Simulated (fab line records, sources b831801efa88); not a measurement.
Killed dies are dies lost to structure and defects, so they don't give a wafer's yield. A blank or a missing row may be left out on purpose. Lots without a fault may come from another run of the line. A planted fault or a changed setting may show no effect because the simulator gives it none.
Which tool did it? | flow gf180mcu | 12 lots, 36 wafers sampled, at 4 steps of a route of 602

WHAT THE GAUGES READ, wafer by wafer
GF_HV_LDD_RS_MEAS_53: measures by four-point-probe. Usual: HV_LDD_RS 418.3 ohm/sq, standard deviation 0.92.
lot  | measured     | on            | HV_LDD_RS (ohm/sq)                  | flag
L593 | day 12 11:34 | film_metro-04 | 419.2 418.4 418.4                   |
L597 | day 14 03:46 | film_metro-03 | 419.0 418.1 417.5                   |
L598 | day 14 13:04 | film_metro-01 | 423.9 424.5 424.7 423.9 424.8 424.1 | OFF
L599 | day 14 22:02 | film_metro-04 | 426.2 427.3 426.3 427.0 426.7 426.1 | OFF
L607 | day 17 11:46 | film_metro-03 | 417.6 417.6 418.0                   |
L608 | day 17 14:05 | film_metro-04 | 419.9 418.5 420.6                   |
L609 | day 18 01:34 | film_metro-03 | 419.0 418.9 419.8                   |
L610 | day 18 16:23 | film_metro-03 | 418.6 419.6 418.7                   |
L611 | day 18 21:58 | film_metro-01 | 419.4 419.0 418.2                   |
L613 | day 19 11:52 | film_metro-03 | 418.7 418.8 417.8                   |
L614 | day 19 20:10 | film_metro-01 | 418.5 418.5 417.0                   |
L615 | day 20 05:40 | film_metro-01 | 416.9 417.2 418.0                   |

WHICH TOOL RAN EACH LOT (tool, then ch and the chambers of the sampled wafers, then the start)
lot  | GF_MVPSD_STRIP_10                    | GF_HV_LDD_IMPLANT_09            | GF_HV_LDD_STRIP_49
L593 | plasma_asher-02 ch 0,1, day 5 05:44  | implanter-03 ch 0, day 10 00:51 | plasma_asher-01 ch 0,1, day 12 11:16
L597 | plasma_asher-03 ch 0,1, day 6 08:35  | implanter-04 ch 0, day 11 14:00 | plasma_asher-02 ch 0,1, day 14 03:30
L598 | plasma_asher-01 ch 0,1, day 6 16:58  | implanter-04 ch 0, day 11 22:43 | plasma_asher-02 ch 1, day 14 12:43
L599 | plasma_asher-01 ch 0,1, day 6 20:58  | implanter-04 ch 0, day 12 06:06 | plasma_asher-01 ch 1, day 14 21:45
L607 | plasma_asher-03 ch 0,1, day 8 17:10  | implanter-01 ch 0, day 14 15:01 | plasma_asher-03 ch 1, day 17 11:22
L608 | plasma_asher-01 ch 0,1, day 8 22:54  | implanter-03 ch 0, day 14 18:15 | plasma_asher-01 ch 0,1, day 17 13:48
L609 | plasma_asher-03 ch 0,1, day 9 06:02  | implanter-01 ch 0, day 15 05:34 | plasma_asher-03 ch 0,1, day 18 01:17
L610 | plasma_asher-01 ch 0, day 9 16:06    | implanter-01 ch 0, day 15 18:27 | plasma_asher-03 ch 0,1, day 18 16:04
L611 | plasma_asher-02 ch 0,1, day 9 20:09  | implanter-01 ch 0, day 15 23:41 | plasma_asher-03 ch 0,1, day 18 21:42
L613 | plasma_asher-03 ch 0,1, day 10 04:43 | implanter-04 ch 0, day 16 11:59 | plasma_asher-02 ch 0,1, day 19 11:34
L614 | plasma_asher-03 ch 0,1, day 10 12:36 | implanter-03 ch 0, day 16 20:18 | plasma_asher-02 ch 0,1, day 19 19:52
L615 | plasma_asher-03 ch 0,1, day 10 19:35 | implanter-01 ch 0, day 17 05:27 | plasma_asher-02 ch 0,1, day 20 05:23
- GF_MVPSD_STRIP_10: strips in O2/N2.
- GF_HV_LDD_IMPLANT_09
- GF_HV_LDD_STRIP_49: strips in O2/N2.

WHAT THE TOOLS THEMSELVES READ (means of the sampled wafers that have a number; where no wafer has one, the mark that the record gives instead)
GF_MVPSD_STRIP_10. Usual: drypump_motor_current_A 5.96 A, standard deviation 0.27; heater_power_w 340 W, standard deviation 36; oes_product_au 0.723 a.u., standard deviation 0.0046; strip_time_to_endpoint_s 36.96 s, standard deviation 0.092.
lot  | tool            | drypump_motor_current_A (A) | heater_power_w (W) | oes_product_au (a.u.) | strip_time_to_endpoint_s (s) | flag
L593 | plasma_asher-02 | 6.04                        | 363                | 0.725                 | 37.08                        |
L597 | plasma_asher-03 | 5.88                        | 297                | 0.724                 | 36.96                        |
L598 | plasma_asher-01 | 6.18                        | 384                | 0.723                 | 36.98                        |
L599 | plasma_asher-01 | 6.16                        | 385                | 0.727                 | 37.07                        |
L607 | plasma_asher-03 | 5.79                        | 309                | 0.719                 | 37.00                        |
L608 | plasma_asher-01 | 6.18                        | 381                | 0.724                 | 37.10                        |
L609 | plasma_asher-03 | 5.81                        | 309                | 0.728                 | 36.92                        |
L610 | plasma_asher-01 | 6.50                        | 384                | 0.722                 | 36.98                        |
L611 | plasma_asher-02 | 6.04                        | 360                | 0.722                 | 36.96                        |
L613 | plasma_asher-03 | 5.89                        | 300                | 0.716                 | 36.85                        |
L614 | plasma_asher-03 | 5.80                        | 308                | 0.721                 | 36.91                        |
L615 | plasma_asher-03 | 5.91                        | 302                | 0.732                 | 37.00                        |

GF_HV_LDD_STRIP_49. Usual: drypump_motor_current_A 5.97 A, standard deviation 0.26; heater_power_w 341 W, standard deviation 35; oes_product_au 0.716 a.u., standard deviation 0.0044; strip_time_to_endpoint_s 12.63 s, standard deviation 0.037.
lot  | tool            | drypump_motor_current_A (A) | heater_power_w (W) | oes_product_au (a.u.) | strip_time_to_endpoint_s (s) | flag
L593 | plasma_asher-01 | 5.89                        | 382                | 0.712                 | 12.62                        |
L597 | plasma_asher-02 | 6.07                        | 336                | 0.717                 | 12.66                        |
L598 | plasma_asher-02 | 5.99                        | 364                | 0.715                 | 12.67                        |
L599 | plasma_asher-01 | 5.59                        | 380                | 0.721                 | 12.60                        |
L607 | plasma_asher-03 | 5.70                        | 319                | 0.717                 | 12.57                        |
L608 | plasma_asher-01 | 6.20                        | 379                | 0.709                 | 12.62                        |
L609 | plasma_asher-03 | 5.79                        | 311                | 0.715                 | 12.63                        |
L610 | plasma_asher-03 | 5.79                        | 310                | 0.717                 | 12.60                        |
L611 | plasma_asher-03 | 5.78                        | 309                | 0.717                 | 12.62                        |
L613 | plasma_asher-02 | 6.03                        | 359                | 0.714                 | 12.62                        |
L614 | plasma_asher-02 | 6.03                        | 364                | 0.720                 | 12.68                        |
L615 | plasma_asher-02 | 6.02                        | 359                | 0.718                 | 12.63                        |

THE ANSWER, worked out from the rows above alone
Rule: a lot is off if the mean of its wafers that have a number lies more than 3 standard deviations from the usual mean. A lot without any number at a reading at which 4 lots or more have one is off too. The other lots that the step has rows for count as sound. The gauges are gone through in route order, then the tools' own readings, and for those a lot's mean is taken as printed above. The first step at which some lot is off is used, and at that step the reading that is off furthest; a lot without a number counts as furthest.
Off: L598, L599, at GF_HV_LDD_RS_MEAS_53 (HV_LDD_RS).
A tool fits if, at a process step before that reading, it ran every lot that is off, and no sound lot after the first of them. The gauges at GF_HV_LDD_RS_MEAS_53 are tried like those tools. None of those tried fits.

WHAT THE SIMULATOR HAD PUT IN
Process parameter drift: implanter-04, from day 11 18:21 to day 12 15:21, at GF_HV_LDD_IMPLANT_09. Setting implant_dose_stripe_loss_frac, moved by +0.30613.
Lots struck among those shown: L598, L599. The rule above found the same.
